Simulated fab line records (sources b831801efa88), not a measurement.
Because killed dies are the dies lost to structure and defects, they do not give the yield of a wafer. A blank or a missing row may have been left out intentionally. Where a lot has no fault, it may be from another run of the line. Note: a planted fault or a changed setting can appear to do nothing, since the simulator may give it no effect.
fab line records ; flow sky130
record lots=5; wafers=15; last_day=49
route steps=708 shown LDD_HVN@270 LDD_HVP@278 LDD_LDN@289
lots untouched by any fault: they come from a run of this same line in which no faults occurred
start_h: start of the lot's first displayed wafer, in hours after the record's first day ; wait_h: hours since the lot's step before ; " the same as in the row above ; L1.1+2: several wafers, shown together as one row ; - value missing, or start not given ; * or withheld: withheld ; < > ~ a bound
route shown NAME@n: names a module that has steps shown in the file, with the first one's number in the route ; usual: mean and standard deviation over wafers with no fault ; same: alike in all rows ; chamber/n: place in a boat ; sites: the reading at each site ; _std_site: how widely they spread, as a standard deviation ; _edge_site: inner sites' mean taken away from outer sites' mean ; radius_mm: how far each site lies from the wafer's centre ; mask NAME#n: copy n ; behind: tool/chamber where the wafer was last shaped ; hold: why the lot was held/for how many hours/how that ended ; device: names the non-switching transistor (n, p or np) ; end of line: at the end of the route, the tests of the same wafers ; a step with no rows: only its recipe ; killed: dies that structure and defects cost at the first sort, which is not the same as the wafer's yield ; map: dies across one wafer; x = killed, . = not, _ = none there
set.NAME: the setting as run; set.NAME@STEP: as run at that earlier step ; model.NAME: the simulator's own value behind a step, which no gauge read
lots at selected steps of the route; one table per step, one row per wafer
services: a tool's chamber out of use, with start hour (start_h, from the record's first day; less than 0 if before it), hours out, and reason
## steps
# step SKY_LDD_HVN_SOFTBAKE_03
# recipe temp_c=90; time_s=60; resist=NOVOLAK
# step SKY_LDD_HVN_EXPOSE_04
# recipe mask_id=HVNTM; na=0.6; source_shape=conventional; sigma_outer=0.6; polarization=unpolarized; target_cd_nm=700; dose_mj=127
# step SKY_LDD_HVN_PEB_05
# recipe temp_c=withheld; time_s=*; resist=NOVOLAK
# step SKY_LDD_HVN_DEVELOP_06
# recipe resist=NOVOLAK; developer=TMAH; develop_time_s=60; dev_temp_c=23
# step SKY_LDD_HVN_OVL_MEAS_07
# usual LDD_HVN_OVL=-0.9/1.4
lot.wafer;tool;chamber;start_h;wait_h;LDD_HVN_OVL[nm]
L716.1;overlay-01;-;550.60;0.1;-0.8
L716.3;overlay-01;-;550.60;0.1;-2.5
L716.6;overlay-01;-;550.60;0.1;-3.3
L717.2;overlay-01;-;568.51;0.1;-1.8
L717.3;overlay-01;-;568.51;0.1;-1.3
L717.4;overlay-01;-;568.51;0.1;-3.9
L721.1;overlay-01;-;588.70;0.1;-3.0
L721.3;overlay-01;-;588.70;0.1;-3.5
L721.4;overlay-01;-;588.70;0.1;-4.0
L725.1;overlay-01;-;613.90;0.1;1.6
L725.4;overlay-01;-;613.90;0.1;2.9
L725.6;overlay-01;-;613.90;0.1;1.0
L728.2;overlay-02;-;630.96;0.1;-1.1
L728.5;overlay-02;-;630.96;0.1;-2.2
L728.6;overlay-02;-;630.96;0.1;-0.6
# step SKY_LDD_HVN_IMPLANT_08
# recipe species=P; energy_kev=60; dose_cm2=3.035e+13; tilt_deg=40
# step SKY_LDD_HVN_STRIP_09
# recipe chemistry=O2/N2; power_w=1400; pressure_mtorr=1500; platen_temp_c=withheld; o2_flow_sccm=3000; n2_flow_sccm=300; overash_fraction=0.5
# usual drypump_motor_current_A=5.5/0.45; oes_product_au=0.408/0.0041; strip_time_to_endpoint_s=4.134/0.013
# same overash_fraction=0.5
lot.wafer;tool;chamber;start_h;wait_h;drypump_motor_current_A;oes_product_au;rf_hours_counter_h;strip_time_to_endpoint_s
L716.1;plasma_asher-03;1;550.79;0.1;6.0;0.414;12;4.159
L716.3;plasma_asher-03;1;550.79;0.1;6.0;0.410;-;4.150
L716.6;plasma_asher-03;1;550.79;0.1;6.0;0.405;-;4.169
L717.2;plasma_asher-02;0;568.69;0.1;5.0;0.414;91;4.176
L717.3;plasma_asher-02;0;568.69;0.1;5.0;0.410;-;4.139
L717.4;plasma_asher-02;1;568.69;0.1;5.0;0.407;-;4.126
L721.1;plasma_asher-04;0;588.89;0.1;5.0;0.407;77;4.137
L721.3;plasma_asher-04;1;588.89;0.1;5.9;0.405;-;4.140
L721.4;plasma_asher-04;0;588.89;0.1;5.0;0.407;-;4.121
L725.1;plasma_asher-03;1;614.09;0.1;6.0;0.411;19;4.104
L725.4;plasma_asher-03;0;614.09;0.1;5.8;0.411;-;4.106
L725.6;plasma_asher-03;1;614.09;0.1;5.9;0.414;-;4.120
L728.2;plasma_asher-04;0;631.14;0.1;5.0;0.405;81;4.150
L728.5;plasma_asher-04;1;631.14;0.1;5.9;0.410;-;4.118
L728.6;plasma_asher-04;0;631.14;0.1;4.9;0.407;-;4.142
# step SKY_LDD_HVN_TW_MEAS_10
# usual LDD_HVN_TW=1442/24
lot.wafer;tool;chamber;start_h;wait_h;LDD_HVN_TW
L716.1;film_metro-01;-;550.89;0.1;1451
L716.3;film_metro-01;-;550.89;0.1;1447
L716.6;film_metro-01;-;550.89;0.1;1444
L717.2;film_metro-01;-;568.80;0.1;1450
L717.3;film_metro-01;-;568.80;0.1;1445
L717.4;film_metro-01;-;568.80;0.1;1444
L721.1;film_metro-03;-;588.99;0.1;1463
L721.3;film_metro-03;-;588.99;0.1;1460
L721.4;film_metro-03;-;588.99;0.1;1465
L725.1;film_metro-04;-;614.19;0.1;1419
L725.4;film_metro-04;-;614.19;0.1;1416
L725.6;film_metro-04;-;614.19;0.1;1418
L728.2;film_metro-04;-;631.25;0.1;1409
L728.5;film_metro-04;-;631.25;0.1;1407
L728.6;film_metro-04;-;631.25;0.1;1409
# step SKY_LDD_HVP_DEHYDRATE_00
# recipe temp_c=200; time_s=60
# step SKY_LDD_HVP_HMDS_01
# recipe prime_time_s=60; prime_temp_c=120
# step SKY_LDD_HVP_COAT_02
# recipe resist=NOVOLAK; spin_rpm=3000; resist_thk_nm=300
# step SKY_LDD_HVP_SOFTBAKE_03
# recipe temp_c=90; time_s=60; resist=NOVOLAK
# step SKY_LDD_HVP_EXPOSE_04
# recipe mask_id=HVPTM; na=0.6; source_shape=conventional; sigma_outer=0.6; polarization=unpolarized; target_cd_nm=700; dose_mj=86
# usual stage_vel_mm_s=500.02/0.28
# same na=0.6
lot.wafer;tool;chamber;start_h;wait_h;mask;stage_vel_mm_s
L716.1;iline_stepper-02;0;566.21;-;HVPTM#0;500.26
L716.3;iline_stepper-02;0;566.21;-;HVPTM#0;500.50
L716.6;iline_stepper-02;0;566.21;-;HVPTM#0;500.33
L717.2;iline_stepper-01;0;583.19;-;HVPTM#0;500.57
L717.3;iline_stepper-01;0;583.19;-;HVPTM#0;500.09
L717.4;iline_stepper-01;0;583.19;-;HVPTM#0;500.20
L721.1;iline_stepper-02;0;604.25;-;HVPTM#0;499.92
L721.3;iline_stepper-02;0;604.25;-;HVPTM#0;500.61
L721.4;iline_stepper-02;0;604.25;-;HVPTM#0;500.57
L725.1;iline_stepper-02;0;629.11;-;HVNTM#0;499.86
L725.4;iline_stepper-02;0;629.11;-;HVNTM#0;499.84
L725.6;iline_stepper-02;0;629.11;-;HVNTM#0;500.16
L728.2;iline_stepper-01;0;645.47;-;HVPTM#0;500.23
L728.5;iline_stepper-01;0;645.47;-;HVPTM#0;500.13
L728.6;iline_stepper-01;0;645.47;-;HVPTM#0;500.17
# step SKY_LDD_HVP_PEB_05
# recipe temp_c=withheld; time_s=*; resist=NOVOLAK
# step SKY_LDD_HVP_DEVELOP_06
# recipe resist=NOVOLAK; developer=TMAH; develop_time_s=60; dev_temp_c=23
# step SKY_LDD_HVP_OVL_MEAS_07
# usual LDD_HVP_OVL=-1.0/1.3
lot.wafer;tool;chamber;start_h;wait_h;LDD_HVP_OVL[nm]
L716.1;overlay-02;-;580.78;0.1;-0.5
L716.3;overlay-02;-;580.78;0.1;-0.8
L716.6;overlay-02;-;580.78;0.1;-0.4
L717.2;overlay-02;-;597.79;0.1;-3.2
L717.3;overlay-02;-;597.79;0.1;-3.8
L717.4;overlay-02;-;597.79;0.1;-3.2
L721.1;overlay-02;-;618.49;0.1;-1.3
L721.3;overlay-02;-;618.49;0.1;-1.5
L721.4;overlay-02;-;618.49;0.1;-1.5
L725.1;overlay-02;-;643.54;0.1;-
L725.4;overlay-02;-;643.54;0.1;-
L725.6;overlay-02;-;643.54;0.1;-
L728.2;overlay-01;-;659.69;0.1;0.2
L728.5;overlay-01;-;659.69;0.1;-0.8
L728.6;overlay-01;-;659.69;0.1;-0.2
# step SKY_LDD_HVP_IMPLANT_08
# recipe species=B; energy_kev=20; dose_cm2=1.7e+13; tilt_deg=17.9
# step SKY_LDD_HVP_STRIP_09
# recipe chemistry=O2/N2; power_w=1400; pressure_mtorr=1500; platen_temp_c=withheld; o2_flow_sccm=3000; n2_flow_sccm=300; overash_fraction=0.5
# usual drypump_motor_current_A=5.4/0.4; oes_product_au=0.409/0.0044; strip_time_to_endpoint_s=4.136/0.013
# same overash_fraction=0.5
lot.wafer;tool;chamber;start_h;wait_h;drypump_motor_current_A;oes_product_au;rf_hours_counter_h;strip_time_to_endpoint_s
L716.1;plasma_asher-04;1;580.97;0.1;5.9;0.410;76;4.105
L716.3;plasma_asher-04;1;580.97;0.1;5.9;0.398;-;4.136
L716.6;plasma_asher-04;1;580.97;0.1;5.9;0.404;-;4.117
L717.2;plasma_asher-02;1;597.97;0.1;4.9;0.414;93;4.147
L717.3;plasma_asher-02;1;597.97;0.1;4.9;0.405;-;4.140
L717.4;plasma_asher-02;0;597.97;0.1;5.0;0.404;-;4.134
L721.1;plasma_asher-01;0;618.67;0.1;5.4;0.409;44;4.134
L721.3;plasma_asher-01;0;618.67;0.1;5.3;0.411;-;4.121
L721.4;plasma_asher-01;1;618.67;0.1;5.8;0.411;-;4.118
L725.1;plasma_asher-02;0;643.72;0.1;5.1;0.400;97;4.143
L725.4;plasma_asher-02;0;643.72;0.1;5.0;0.414;-;4.141
L725.6;plasma_asher-02;1;643.72;0.1;4.9;0.408;-;4.140
L728.2;plasma_asher-02;1;659.87;0.1;4.9;0.405;99;4.122
L728.5;plasma_asher-02;1;659.87;0.1;5.0;0.405;-;4.129
L728.6;plasma_asher-02;0;659.87;0.1;5.0;0.408;-;4.124
# step SKY_LDD_HVP_TW_MEAS_10
# usual LDD_HVP_TW=451/5.4
lot.wafer;tool;chamber;start_h;wait_h;LDD_HVP_TW
L716.1;film_metro-01;-;581.07;0.1;457
L716.3;film_metro-01;-;581.07;0.1;458
L716.6;film_metro-01;-;581.07;0.1;456
L717.2;film_metro-04;-;598.08;0.1;447
L717.3;film_metro-04;-;598.08;0.1;445
L717.4;film_metro-04;-;598.08;0.1;445
L721.1;film_metro-04;-;618.77;0.1;448
L721.3;film_metro-04;-;618.77;0.1;448
L721.4;film_metro-04;-;618.77;0.1;444
L725.1;film_metro-04;-;643.82;0.1;29
L725.4;film_metro-04;-;643.82;0.1;29
L725.6;film_metro-04;-;643.82;0.1;29
L728.2;film_metro-04;-;659.98;0.1;447
L728.5;film_metro-04;-;659.98;0.1;447
L728.6;film_metro-04;-;659.98;0.1;445
# step SKY_LDD_LDN_DEHYDRATE_00
# recipe temp_c=200; time_s=60
## services
tool;chamber;start_h;hours;kind
iline_stepper-01;-;548.74;2.1;pm
iline_stepper-01;-;550.82;-;consumable_replace:lamp
iline_stepper-01;-;569.69;1.7;pm
plasma_asher-02;-;610.52;5.1;repair
plasma_asher-03;-;638.66;2.8;pm
plasma_asher-02;-;639.31;1.4;repair
iline_stepper-02;-;649.94;9.8;repair
## key
first_sign step=SKY_LDD_HVP_EXPOSE_04; reading=mask; direction=changed
effect step=SKY_LDD_HVP_OVL_MEAS_07; reading=LDD_HVP_OVL; direction=missing
effect step=SKY_LDD_HVP_TW_MEAS_10; reading=LDD_HVP_TW; direction=down; sigmas=78; usual=451; struck=29
met_at SKY_LDD_HVP_EXPOSE_04
struck_wafers L725.1,L725.4,L725.6
sort_left_out L725.1,L725.4,L725.6
tester_left_out L725
onset_between 604.25 629.11
fault kind=wrong_mask; tool=any; chamber=-; onset_h=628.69; steps=SKY_LDD_HVP_EXPOSE_04; aux_copy=HVNTM#0; scope=struck_lots_only
# tester_left_out: of these lots the tester's yield and bins aren't shown, on N5 and GAA mostly nor the transistor test; their killed dies are dies lost to structure and defects alone, not to doping, threshold or leakage, so they don't give the yield
# sort_left_out: the simulated sort isn't trusted on such a fault, so these wafers' sort isn't shown, and their yield isn't known
